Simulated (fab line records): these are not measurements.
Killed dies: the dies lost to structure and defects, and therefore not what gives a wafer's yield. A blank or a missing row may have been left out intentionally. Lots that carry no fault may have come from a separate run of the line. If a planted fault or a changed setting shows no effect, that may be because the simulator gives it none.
The tool behind it: which one? / flow gf180mcu / 36 wafers from 12 lots sampled at 6 of the route's 602 steps

WHAT THE GAUGES SHOWED, per wafer
GF_MVSD_OVL_MEAS_07. Usual: MVSD_OVL typically reads -0.3 nm, with standard deviation 1.5.
lot=L300; measured=day 4 16:27; on=overlay-02; MVSD_OVL (nm)=-0.7 -2.7 -2.0; flag=
lot=L302; measured=day 5 02:56; on=overlay-01; MVSD_OVL (nm)=1.1 0.1 2.0; flag=
lot=L303; measured=day 5 07:25; on=overlay-02; MVSD_OVL (nm)=1.9 0.1 -0.5; flag=
lot=L305; measured=day 5 20:02; on=overlay-01; MVSD_OVL (nm)=1.0 0.9 2.0; flag=
lot=L307; measured=day 6 07:58; on=overlay-02; MVSD_OVL (nm)=3.1 -0.1 0.5; flag=
lot=L308; measured=day 6 17:32; on=overlay-01; MVSD_OVL (nm)=-2.1 0.5 -1.8; flag=
lot=L310; measured=day 7 06:20; on=overlay-02; MVSD_OVL (nm)=-0.9 -1.3 -0.7; flag=
lot=L312; measured=day 7 15:27; on=overlay-02; MVSD_OVL (nm)=-0.1 -0.6 -1.0; flag=
lot=L313; measured=day 7 19:20; on=overlay-02; MVSD_OVL (nm)=-0.3 -2.4 -0.3; flag=
lot=L314; measured=day 8 02:14; on=overlay-02; MVSD_OVL (nm)=0.6 1.2 0.0; flag=
lot=L316; measured=day 8 14:40; on=overlay-02; MVSD_OVL (nm)=-0.9 -0.8 0.4; flag=
lot=L317; measured=day 8 18:30; on=overlay-02; MVSD_OVL (nm)=-1.1 -0.3 -1.4; flag=

GF_VT_IMPLANT_TW_MEAS_10. Usual: VT_IMPLANT_TW typically reads 565, with standard deviation 4.9.
lot=L300; measured=day 5 21:52; on=film_metro-01; VT_IMPLANT_TW=573 571 573; flag=
lot=L302; measured=day 6 09:11; on=film_metro-01; VT_IMPLANT_TW=569 572 573; flag=
lot=L303; measured=day 6 13:46; on=film_metro-03; VT_IMPLANT_TW=567 566 563; flag=
lot=L305; measured=day 7 03:22; on=film_metro-01; VT_IMPLANT_TW=571 571 572; flag=
lot=L307; measured=day 7 15:37; on=film_metro-03; VT_IMPLANT_TW=567 565 565; flag=
lot=L308; measured=day 8 02:52; on=film_metro-04; VT_IMPLANT_TW=563 562 563; flag=
lot=L310; measured=day 8 15:50; on=film_metro-03; VT_IMPLANT_TW=567 570 570; flag=
lot=L312; measured=day 9 01:17; on=film_metro-04; VT_IMPLANT_TW=563 565 562; flag=
lot=L313; measured=day 9 05:33; on=film_metro-03; VT_IMPLANT_TW=565 563 567; flag=
lot=L314; measured=day 9 12:49; on=film_metro-04; VT_IMPLANT_TW=564 561 565; flag=
lot=L316; measured=day 10 02:37; on=film_metro-04; VT_IMPLANT_TW=558 559 560; flag=
lot=L317; measured=day 10 06:26; on=film_metro-04; VT_IMPLANT_TW=559 558 559; flag=

GF_VT_IMPLANT_TW_MEAS_43. Usual: VT_IMPLANT_4_TW typically reads 694, with standard deviation 5.9.
lot=L300; measured=day 7 19:32; on=film_metro-03; VT_IMPLANT_4_TW=692 690 691; flag=
lot=L302; measured=day 8 07:31; on=film_metro-03; VT_IMPLANT_4_TW=701 695 701; flag=
lot=L303; measured=day 8 13:18; on=film_metro-01; VT_IMPLANT_4_TW=698 700 702; flag=
lot=L305; measured=day 9 04:46; on=film_metro-04; VT_IMPLANT_4_TW=687 689 685; flag=
lot=L307; measured=day 9 18:19; on=film_metro-04; VT_IMPLANT_4_TW=687 688 689; flag=
lot=L308; measured=day 10 05:11; on=film_metro-04; VT_IMPLANT_4_TW=684 683 689; flag=
lot=L310; measured=day 10 21:46; on=film_metro-03; VT_IMPLANT_4_TW=693 695 693; flag=
lot=L312; measured=day 11 07:31; on=film_metro-03; VT_IMPLANT_4_TW=692 693 690; flag=
lot=L313; measured=day 11 12:16; on=film_metro-03; VT_IMPLANT_4_TW=691 695 692; flag=
lot=L314; measured=day 11 20:23; on=film_metro-04; VT_IMPLANT_4_TW=683 687 687; flag=
lot=L316; measured=day 12 10:20; on=film_metro-01; VT_IMPLANT_4_TW=30 30 30; flag=OFF
lot=L317; measured=day 12 14:43; on=film_metro-01; VT_IMPLANT_4_TW=701 701 704; flag=

TOOL THAT RAN EACH LOT (tool first, then ch and the chambers of the sampled wafers, then the start)
lot=L300; GF_DNWELL_STRIP_08=plasma_asher-02 ch 0,1, day 3 00:19; GF_VT_IMPLANT_STRIP_31=plasma_asher-01 ch 0, day 7 03:41; GF_VT_IMPLANT_STRIP_42=plasma_asher-02 ch 0,1, day 7 19:26
lot=L302; GF_DNWELL_STRIP_08=plasma_asher-01 ch 0,1, day 3 09:58; GF_VT_IMPLANT_STRIP_31=plasma_asher-01 ch 0,1, day 7 15:19; GF_VT_IMPLANT_STRIP_42=plasma_asher-02 ch 0,1, day 8 07:25
lot=L303; GF_DNWELL_STRIP_08=plasma_asher-01 ch 0,1, day 3 15:19; GF_VT_IMPLANT_STRIP_31=plasma_asher-04 ch 0,1, day 7 20:57; GF_VT_IMPLANT_STRIP_42=plasma_asher-04 ch 0,1, day 8 13:12
lot=L305; GF_DNWELL_STRIP_08=plasma_asher-03 ch 0,1, day 4 02:37; GF_VT_IMPLANT_STRIP_31=plasma_asher-02 ch 0,1, day 8 11:04; GF_VT_IMPLANT_STRIP_42=plasma_asher-04 ch 0,1, day 9 04:40
lot=L307; GF_DNWELL_STRIP_08=plasma_asher-03 ch 0,1, day 4 12:40; GF_VT_IMPLANT_STRIP_31=plasma_asher-02 ch 0,1, day 9 00:17; GF_VT_IMPLANT_STRIP_42=plasma_asher-04 ch 0,1, day 9 18:12
lot=L308; GF_DNWELL_STRIP_08=plasma_asher-01 ch 0,1, day 4 22:53; GF_VT_IMPLANT_STRIP_31=plasma_asher-04 ch 0,1, day 9 11:41; GF_VT_IMPLANT_STRIP_42=plasma_asher-02 ch 0,1, day 10 05:05
lot=L310; GF_DNWELL_STRIP_08=plasma_asher-01 ch 0,1, day 5 08:53; GF_VT_IMPLANT_STRIP_31=plasma_asher-02 ch 0,1, day 10 03:13; GF_VT_IMPLANT_STRIP_42=plasma_asher-04 ch 0,1, day 10 21:40
lot=L312; GF_DNWELL_STRIP_08=plasma_asher-02 ch 0,1, day 5 17:17; GF_VT_IMPLANT_STRIP_31=plasma_asher-01 ch 0,1, day 10 12:37; GF_VT_IMPLANT_STRIP_42=plasma_asher-04 ch 0,1, day 11 07:25
lot=L313; GF_DNWELL_STRIP_08=plasma_asher-02 ch 0,1, day 5 21:43; GF_VT_IMPLANT_STRIP_31=plasma_asher-04 ch 0,1, day 10 17:33; GF_VT_IMPLANT_STRIP_42=plasma_asher-02 ch 0,1, day 11 12:10
lot=L314; GF_DNWELL_STRIP_08=plasma_asher-03 ch 0,1, day 6 03:24; GF_VT_IMPLANT_STRIP_31=plasma_asher-02 ch 0,1, day 11 01:55; GF_VT_IMPLANT_STRIP_42=plasma_asher-04 ch 0,1, day 11 20:17
lot=L316; GF_DNWELL_STRIP_08=plasma_asher-03 ch 0,1, day 6 14:22; GF_VT_IMPLANT_STRIP_31=plasma_asher-04 ch 0,1, day 11 14:37; GF_VT_IMPLANT_STRIP_42=plasma_asher-01 ch 0,1, day 12 10:14
lot=L317; GF_DNWELL_STRIP_08=plasma_asher-01 ch 0,1, day 6 17:58; GF_VT_IMPLANT_STRIP_31=plasma_asher-02 ch 0,1, day 11 19:36; GF_VT_IMPLANT_STRIP_42=plasma_asher-02 ch 0,1, day 12 14:37
- GF_DNWELL_STRIP_08: strips in O2/N2.
- GF_VT_IMPLANT_STRIP_31: strips in O2/N2.
- GF_VT_IMPLANT_STRIP_42: strips in O2/N2.

WHAT THE TOOLS THEMSELVES READ (means of the sampled wafers that have a number; where no wafer has one, the mark that the record gives instead)
GF_DNWELL_STRIP_08. Usual: drypump_motor_current_A 5.3 A, standard deviation 0.45; heater_power_w 342 W, standard deviation 24; oes_product_au 0.723 a.u., standard deviation 0.0043; strip_time_to_endpoint_s 36.99 s, standard deviation 0.1.
lot=L300; tool=plasma_asher-02; drypump_motor_current_A (A)=6.0; heater_power_w (W)=340; oes_product_au (a.u.)=0.723; strip_time_to_endpoint_s (s)=36.93; flag=
lot=L302; tool=plasma_asher-01; drypump_motor_current_A (A)=5.2; heater_power_w (W)=349; oes_product_au (a.u.)=0.723; strip_time_to_endpoint_s (s)=36.82; flag=
lot=L303; tool=plasma_asher-01; drypump_motor_current_A (A)=5.3; heater_power_w (W)=327; oes_product_au (a.u.)=0.721; strip_time_to_endpoint_s (s)=37.00; flag=
lot=L305; tool=plasma_asher-03; drypump_motor_current_A (A)=4.9; heater_power_w (W)=346; oes_product_au (a.u.)=0.722; strip_time_to_endpoint_s (s)=36.95; flag=
lot=L307; tool=plasma_asher-03; drypump_motor_current_A (A)=5.0; heater_power_w (W)=341; oes_product_au (a.u.)=0.727; strip_time_to_endpoint_s (s)=36.97; flag=
lot=L308; tool=plasma_asher-01; drypump_motor_current_A (A)=5.2; heater_power_w (W)=346; oes_product_au (a.u.)=0.722; strip_time_to_endpoint_s (s)=36.95; flag=
lot=L310; tool=plasma_asher-01; drypump_motor_current_A (A)=5.3; heater_power_w (W)=327; oes_product_au (a.u.)=0.720; strip_time_to_endpoint_s (s)=37.12; flag=
lot=L312; tool=plasma_asher-02; drypump_motor_current_A (A)=6.0; heater_power_w (W)=347; oes_product_au (a.u.)=0.718; strip_time_to_endpoint_s (s)=37.01; flag=
lot=L313; tool=plasma_asher-02; drypump_motor_current_A (A)=6.0; heater_power_w (W)=342; oes_product_au (a.u.)=0.723; strip_time_to_endpoint_s (s)=37.15; flag=
lot=L314; tool=plasma_asher-03; drypump_motor_current_A (A)=4.9; heater_power_w (W)=335; oes_product_au (a.u.)=0.725; strip_time_to_endpoint_s (s)=37.05; flag=
lot=L316; tool=plasma_asher-03; drypump_motor_current_A (A)=5.0; heater_power_w (W)=337; oes_product_au (a.u.)=0.719; strip_time_to_endpoint_s (s)=37.21; flag=
lot=L317; tool=plasma_asher-01; drypump_motor_current_A (A)=5.3; heater_power_w (W)=325; oes_product_au (a.u.)=0.722; strip_time_to_endpoint_s (s)=37.03; flag=

GF_VT_IMPLANT_STRIP_31. Usual: drypump_motor_current_A 5.7 A, standard deviation 0.4; heater_power_w 329 W, standard deviation 33; oes_product_au 0.717 a.u., standard deviation 0.0046; strip_time_to_endpoint_s 12.62 s, standard deviation 0.031.
lot=L300; tool=plasma_asher-01; drypump_motor_current_A (A)=5.2; heater_power_w (W)=373; oes_product_au (a.u.)=0.721; strip_time_to_endpoint_s (s)=12.65; flag=
lot=L302; tool=plasma_asher-01; drypump_motor_current_A (A)=5.2; heater_power_w (W)=346; oes_product_au (a.u.)=0.718; strip_time_to_endpoint_s (s)=12.61; flag=
lot=L303; tool=plasma_asher-04; drypump_motor_current_A (A)=6.0; heater_power_w (W)=303; oes_product_au (a.u.)=0.719; strip_time_to_endpoint_s (s)=12.61; flag=
lot=L305; tool=plasma_asher-02; drypump_motor_current_A (A)=5.9; heater_power_w (W)=362; oes_product_au (a.u.)=0.715; strip_time_to_endpoint_s (s)=12.60; flag=
lot=L307; tool=plasma_asher-02; drypump_motor_current_A (A)=6.0; heater_power_w (W)=340; oes_product_au (a.u.)=0.714; strip_time_to_endpoint_s (s)=12.60; flag=
lot=L308; tool=plasma_asher-04; drypump_motor_current_A (A)=6.0; heater_power_w (W)=303; oes_product_au (a.u.)=0.717; strip_time_to_endpoint_s (s)=12.62; flag=
lot=L310; tool=plasma_asher-02; drypump_motor_current_A (A)=6.1; heater_power_w (W)=347; oes_product_au (a.u.)=0.717; strip_time_to_endpoint_s (s)=12.62; flag=
lot=L312; tool=plasma_asher-01; drypump_motor_current_A (A)=5.2; heater_power_w (W)=346; oes_product_au (a.u.)=0.720; strip_time_to_endpoint_s (s)=12.60; flag=
lot=L313; tool=plasma_asher-04; drypump_motor_current_A (A)=6.1; heater_power_w (W)=301; oes_product_au (a.u.)=0.721; strip_time_to_endpoint_s (s)=12.62; flag=
lot=L314; tool=plasma_asher-02; drypump_motor_current_A (A)=5.9; heater_power_w (W)=362; oes_product_au (a.u.)=0.715; strip_time_to_endpoint_s (s)=12.61; flag=
lot=L316; tool=plasma_asher-04; drypump_motor_current_A (A)=5.8; heater_power_w (W)=299; oes_product_au (a.u.)=0.944; strip_time_to_endpoint_s (s)=-; flag=OFF
lot=L317; tool=plasma_asher-02; drypump_motor_current_A (A)=5.9; heater_power_w (W)=361; oes_product_au (a.u.)=0.714; strip_time_to_endpoint_s (s)=12.62; flag=

GF_VT_IMPLANT_STRIP_42. Usual: drypump_motor_current_A 5.7 A, standard deviation 0.41; heater_power_w 325 W, standard deviation 32; oes_product_au 0.716 a.u., standard deviation 0.005; strip_time_to_endpoint_s 12.60 s, standard deviation 0.037.
lot=L300; tool=plasma_asher-02; drypump_motor_current_A (A)=6.0; heater_power_w (W)=342; oes_product_au (a.u.)=0.713; strip_time_to_endpoint_s (s)=12.62; flag=
lot=L302; tool=plasma_asher-02; drypump_motor_current_A (A)=5.9; heater_power_w (W)=364; oes_product_au (a.u.)=0.718; strip_time_to_endpoint_s (s)=12.63; flag=
lot=L303; tool=plasma_asher-04; drypump_motor_current_A (A)=5.8; heater_power_w (W)=302; oes_product_au (a.u.)=0.715; strip_time_to_endpoint_s (s)=12.60; flag=
lot=L305; tool=plasma_asher-04; drypump_motor_current_A (A)=5.8; heater_power_w (W)=302; oes_product_au (a.u.)=0.716; strip_time_to_endpoint_s (s)=12.62; flag=
lot=L307; tool=plasma_asher-04; drypump_motor_current_A (A)=6.0; heater_power_w (W)=304; oes_product_au (a.u.)=0.721; strip_time_to_endpoint_s (s)=12.54; flag=
lot=L308; tool=plasma_asher-02; drypump_motor_current_A (A)=6.0; heater_power_w (W)=344; oes_product_au (a.u.)=0.715; strip_time_to_endpoint_s (s)=12.61; flag=
lot=L310; tool=plasma_asher-04; drypump_motor_current_A (A)=5.8; heater_power_w (W)=295; oes_product_au (a.u.)=0.711; strip_time_to_endpoint_s (s)=12.56; flag=
lot=L312; tool=plasma_asher-04; drypump_motor_current_A (A)=5.8; heater_power_w (W)=298; oes_product_au (a.u.)=0.717; strip_time_to_endpoint_s (s)=12.63; flag=
lot=L313; tool=plasma_asher-02; drypump_motor_current_A (A)=5.9; heater_power_w (W)=364; oes_product_au (a.u.)=0.717; strip_time_to_endpoint_s (s)=12.56; flag=
lot=L314; tool=plasma_asher-04; drypump_motor_current_A (A)=5.8; heater_power_w (W)=300; oes_product_au (a.u.)=0.724; strip_time_to_endpoint_s (s)=12.61; flag=
lot=L316; tool=plasma_asher-01; drypump_motor_current_A (A)=5.3; heater_power_w (W)=330; oes_product_au (a.u.)=0.717; strip_time_to_endpoint_s (s)=16.89; flag=OFF
lot=L317; tool=plasma_asher-02; drypump_motor_current_A (A)=6.0; heater_power_w (W)=339; oes_product_au (a.u.)=0.723; strip_time_to_endpoint_s (s)=12.57; flag=

THE ANSWER, worked out from the rows above alone
Rule: a lot counts as off when the mean over its wafers that have a number is more than 3 standard deviations away from the usual mean. Also off: a lot with no number at a reading for which 4 or more lots have one. Any other lot the step has rows for is counted as sound. Order of review: gauges by route order, followed by the tools' own readings, for which a lot's mean as printed above is used. The first step at which some lot is off is used, and at that step the reading that is off furthest; a lot without a number counts as furthest.
Off: L316, seen at GF_VT_IMPLANT_TW_MEAS_43 (VT_IMPLANT_4_TW).
If a tool, at a process step before that reading, ran all the lots that are off and no sound lot after the first of them, it fits. The gauges at GF_VT_IMPLANT_TW_MEAS_43 aren't tried: what is off there is off at GF_VT_IMPLANT_STRIP_31 too, on other tools, and a gauge's error can't cause that. Can't be told from this: 3 tools fit, plasma_asher-03 at GF_DNWELL_STRIP_08, plasma_asher-04 at GF_VT_IMPLANT_STRIP_31, plasma_asher-01 at GF_VT_IMPLANT_STRIP_42.

WHAT WAS PUT IN BY THE SIMULATOR
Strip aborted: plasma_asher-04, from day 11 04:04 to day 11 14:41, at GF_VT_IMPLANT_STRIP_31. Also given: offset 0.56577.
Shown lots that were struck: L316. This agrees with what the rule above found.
